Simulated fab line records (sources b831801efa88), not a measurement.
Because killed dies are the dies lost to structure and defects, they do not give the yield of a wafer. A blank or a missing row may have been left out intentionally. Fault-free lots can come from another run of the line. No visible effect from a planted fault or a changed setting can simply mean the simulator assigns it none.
Matching of chambers | flow gf180mcu | pecvd-04 running GF_SAB_CVD_00: 3 sister chambers
The step deposits SiO2 from TEOS, target thk 50 nm, time 4.9302 s. 3 wafers are shown with their chamber, then 7 later ones without.

## EACH WAFER AND ITS CHAMBER
wafer  | chamber | heater power w (W)
L486.6 | 1       | 724
L493.1 | 2       | 523
L496.4 | 0       | 581

## WAFERS MISSING THEIR CHAMBER
wafer  | heater power w (W)
L496.6 | 558
L497.2 | 561
L497.3 | 722
L497.4 | 708
L498.1 | 498
L498.2 | 626
L498.4 | 648

## CHAMBER TAKEN BY EACH
wafer  | from the rows above          | in truth
L496.6 | can't be placed: 0 or 2      | 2
L497.2 | can't be placed: 0 or 2      | 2
L497.3 | 1                            | 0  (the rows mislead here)
L497.4 | 1                            | 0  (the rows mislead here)
L498.1 | can't be placed: 2 or 0      | 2
L498.2 | can't be placed: 0 or 1 or 2 | 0
L498.4 | can't be placed: 0 or 1 or 2 | 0
Placed correctly: 0 of 7. Unplaceable from these rows: 5, with the true chamber sitting among the candidates in 5. 2 placed wrongly.
How it was worked out, from the rows above alone: a wafer's distance from a chamber is the root of the sum, over the readings, of the square of ((its reading less the chamber's mean) divided by the reading's scatter). The wafer belongs to the nearest chamber; if the next one is less than 2 further off, it can't be placed. For every chamber, the mean is computed from those of its wafers that are shown. The scatter: root of mean squared gap, hidden wafer to nearest shown wafer, with one shown wafer a chamber.
